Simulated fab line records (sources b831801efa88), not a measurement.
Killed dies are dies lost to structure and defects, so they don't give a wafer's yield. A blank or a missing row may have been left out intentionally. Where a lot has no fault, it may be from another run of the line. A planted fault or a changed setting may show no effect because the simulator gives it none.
Which tool was responsible? | flow sky130 | 24 lots with 72 wafers sampled at 3 steps, on a route of 708 steps

== WHAT EACH GAUGE READ, for each wafer ==
SKY_POLY_GATE_THK_MEAS_04. Usual: for POLY_GATE_CVD_03_THK the level is 74.6 nm and the standard deviation is 0.68.
lot  | measured     | on            | POLY_GATE_CVD_03_THK (nm) | flag
L074 | day 16 16:22 | film_metro-01 | 73.4 73.8 74.2            |
L075 | day 16 16:25 | film_metro-01 | 74.5 74.3 73.6            |
L076 | day 16 16:25 | film_metro-03 | 74.7 73.9 74.3            |
L077 | day 16 16:22 | film_metro-04 | 74.8 75.1 74.8            |
L078 | day 16 17:43 | film_metro-03 | 75.2 74.8 74.8            |
L079 | day 16 16:26 | film_metro-04 | 75.0 75.6 75.5            |
L080 | day 17 18:37 | film_metro-01 | 75.0 74.9 75.4            |
L081 | day 17 21:46 | film_metro-03 | 76.0 75.0 75.4            |
L082 | day 18 04:13 | film_metro-04 | 75.1 74.8 75.7            |
L083 | day 18 10:23 | film_metro-01 | 74.0 73.9 75.3            |
L084 | day 19 00:10 | film_metro-01 | 75.2 76.2 74.3            |
L085 | day 18 22:43 | film_metro-04 | 74.4 74.3 74.3            |
L086 | day 19 14:46 | film_metro-03 | 74.8 74.6 74.1            |
L087 | day 19 18:57 | film_metro-04 | 74.9 74.7 75.3            |
L088 | day 20 01:29 | film_metro-01 | 74.2 74.2 74.4            |
L089 | day 20 11:40 | film_metro-01 | 76.0 75.8 75.2            |
L090 | day 21 06:16 | film_metro-01 | 75.4 75.3 75.4            |
L091 | day 21 08:49 | film_metro-01 | 74.7 75.7 75.4            |
L092 | day 21 22:33 | film_metro-04 | 74.3 74.3 73.7            |
L093 | day 22 02:01 | film_metro-01 | 73.1 74.2 73.6            |
L094 | day 22 11:13 | film_metro-01 | 73.9 73.8 74.5            |
L095 | day 22 20:02 | film_metro-03 | 73.4 74.2 73.4            |
L096 | day 22 23:44 | film_metro-01 | 73.9 74.9 74.8            |
L097 | day 23 09:58 | film_metro-03 | 73.4 74.1 74.4            |

SKY_SPACER_THK_MEAS_01. Usual: for SPACER_CVD_00_THK the level is 43.1 nm and the standard deviation is 0.32.
lot  | measured     | on            | SPACER_CVD_00_THK (nm) | flag
L074 | day 24 08:33 | film_metro-02 | 43.4 42.9 43.1         |
L075 | day 24 13:04 | film_metro-04 | 43.1 43.1 43.2         |
L076 | day 24 13:04 | film_metro-03 | 42.3 42.8 42.4         |
L077 | day 24 13:03 | film_metro-02 | 43.8 43.4 43.8         |
L078 | day 24 14:16 | film_metro-04 | 42.9 42.9 42.6         |
L079 | day 24 14:16 | film_metro-03 | 43.0 43.1 43.3         |
L080 | day 25 15:36 | film_metro-02 | 42.4 42.3 42.7         |
L081 | day 25 16:49 | film_metro-03 | 43.0 43.1 43.1         |
L082 | day 25 23:02 | film_metro-04 | 42.8 43.0 43.3         |
L083 | day 26 03:59 | film_metro-03 | 42.9 42.9 42.8         |
L084 | day 26 18:49 | film_metro-03 | 43.1 43.3 43.5         |
L085 | day 26 16:18 | film_metro-03 | 43.3 42.7 43.3         |
L086 | day 27 07:38 | film_metro-02 | 43.5 42.9 43.2         |
L087 | day 27 10:35 | film_metro-04 | 42.8 43.1 43.0         |
L088 | day 27 16:50 | film_metro-04 | 43.1 42.9 43.0         |
L089 | day 28 02:37 | film_metro-02 | 43.2 43.2 43.2         |
L090 | day 28 20:48 | film_metro-02 | 43.0 43.3 43.3         |
L091 | day 28 23:15 | film_metro-02 | 43.0 43.3 43.3         |
L092 | day 29 16:34 | film_metro-04 | 42.8 42.8 42.5         |
L093 | day 29 16:34 | film_metro-02 | 42.6 43.1 42.5         |
L094 | day 30 03:34 | film_metro-03 | 42.8 43.2 43.1         |
L095 | day 30 06:48 | film_metro-02 | 43.4 43.4 43.6         |
L096 | day 30 11:21 | film_metro-02 | 42.9 42.7 43.1         |
L097 | day 30 22:15 | film_metro-03 | 43.2 43.8 43.5         |

== WHAT TOOL EACH LOT RAN ON (gives the tool, then ch and the chambers of the sampled wafers, and finally the start) ==
lot  | SKY_FIELD_ISO_ETCH_17
L074 | rie_si-01 ch 0,2, day 2 05:16
L075 | rie_si-02 ch 0,1,3, day 2 10:46
L076 | rie_si-02 ch 0,1,3, day 2 17:28
L077 | rie_si-01 ch 0,1, day 2 21:13
L078 | rie_si-01 ch 1,2,3, day 3 04:58
L079 | rie_si-02 ch 1,3, day 3 05:05
L080 | rie_si-01 ch 0,1,2, day 3 18:19
L081 | rie_si-02 ch 0,3, day 3 19:16
L082 | rie_si-01 ch 0,1,2, day 4 02:04
L083 | rie_si-02 ch 1, day 4 03:52
L084 | rie_si-02 ch 0,1,3, day 4 09:58
L085 | rie_si-01 ch 0,1, day 4 13:28
L086 | rie_si-01 ch 0,1, day 4 18:34
L087 | rie_si-02 ch 0,3, day 5 00:22
L088 | rie_si-02 ch 0,1,3, day 5 05:55
L089 | rie_si-01 ch 0,1,2, day 5 10:37
L090 | rie_si-02 ch 1,2, day 5 19:13
L091 | rie_si-01 ch 0,1, day 5 22:19
L092 | rie_si-02 ch 0,3, day 6 03:31
L093 | rie_si-02 ch 0,1,3, day 6 09:13
L094 | rie_si-02 ch 0,3, day 6 13:28
L095 | rie_si-02 ch 1,3, day 6 18:16
L096 | rie_si-02 ch 1,3, day 6 23:07
L097 | rie_si-01 ch 1,2, day 7 05:13
- SKY_FIELD_ISO_ETCH_17: etches Si in HBr/Cl2/O2, target depth 342 nm, time 97.7 s.

== AS READ BY THE TOOLS THEMSELVES (means over the sampled wafers that have a number; for cases with no such wafer, the mark the record gives instead) ==
SKY_FIELD_ISO_ETCH_17. Usual: bias_w 150.0 W, standard deviation 0.41; drypump_motor_current_A 5.6 A, standard deviation 0.42; he_backside_leak_sccm 2.75 sccm, standard deviation 0.29; oes_product_au 0.998 a.u., standard deviation 0.0068; throttle_valve_pct 25.658 %, standard deviation 0.011.
lot  | tool      | bias_w (W) | drypump_motor_current_A (A) | he_backside_leak_sccm (sccm) | oes_product_au (a.u.) | throttle_valve_pct (%) | flag
L074 | rie_si-01 | 149.9      | 5.8                         | 3.04                         | 0.996                 | 25.650                 |
L075 | rie_si-02 | 149.9      | 5.6                         | 2.65                         | 0.999                 | 25.654                 |
L076 | rie_si-02 | 149.9      | 5.6                         | 3.38                         | 1.003                 | 25.661                 |
L077 | rie_si-01 | 150.0      | 5.5                         | 2.55                         | 1.000                 | 25.652                 |
L078 | rie_si-01 | 150.1      | 5.9                         | 2.99                         | 1.004                 | 25.665                 |
L079 | rie_si-02 | 150.0      | 5.7                         | 2.64                         | 1.000                 | 25.655                 |
L080 | rie_si-01 | 149.9      | 5.8                         | 3.00                         | 1.005                 | 25.655                 |
L081 | rie_si-02 | 149.9      | 5.2                         | 2.65                         | 0.992                 | 25.657                 |
L082 | rie_si-01 | 150.0      | 5.8                         | 2.74                         | 1.001                 | 25.655                 |
L083 | rie_si-02 | 150.4      | 6.0                         | 2.66                         | 0.995                 | 25.664                 |
L084 | rie_si-02 | 150.3      | 5.6                         | 2.74                         | 0.985                 | 25.663                 |
L085 | rie_si-01 | 149.8      | 5.5                         | 2.67                         | 0.999                 | 25.665                 |
L086 | rie_si-01 | 150.1      | 5.5                         | 2.57                         | 1.002                 | 25.659                 |
L087 | rie_si-02 | 150.0      | 5.4                         | 2.72                         | 1.000                 | 25.648                 |
L088 | rie_si-02 | 149.9      | 5.6                         | 2.64                         | 0.992                 | 25.657                 |
L089 | rie_si-01 | 150.2      | 5.8                         | 2.75                         | 1.001                 | 25.651                 |
L090 | rie_si-02 | 150.6      | 6.1                         | 2.85                         | 0.998                 | 25.664                 |
L091 | rie_si-01 | 149.9      | 5.5                         | 2.71                         | 0.995                 | 25.662                 |
L092 | rie_si-02 | 150.0      | 5.2                         | 2.57                         | 0.995                 | 25.669                 |
L093 | rie_si-02 | 150.0      | 5.6                         | 2.65                         | 0.991                 | 25.674                 |
L094 | rie_si-02 | 149.6      | 5.2                         | 2.58                         | 0.995                 | 25.655                 |
L095 | rie_si-02 | 150.2      | 5.6                         | 2.56                         | 1.007                 | 25.662                 |
L096 | rie_si-02 | 150.1      | 5.6                         | 2.60                         | 0.999                 | 25.654                 |
L097 | rie_si-01 | 150.1      | 6.1                         | 2.80                         | 0.998                 | 25.665                 |

== THE ANSWER, worked out from the rows above alone ==
Rule: take the mean of a lot's wafers that have a number; if it is more than 3 standard deviations from the usual mean, the lot is off. Also off: a lot with no number at a reading for which 4 or more lots have one. All remaining lots with rows at the step are treated as sound. Order of review: gauges by route order, followed by the tools' own readings, for which a lot's mean as printed above is used. At the first step where some lot is off, the reading lying furthest off is the one used; lots without a number count as furthest.
No lot is off at any reading shown: from this, nothing can be told.

== WHAT WAS PUT IN BY THE SIMULATOR ==
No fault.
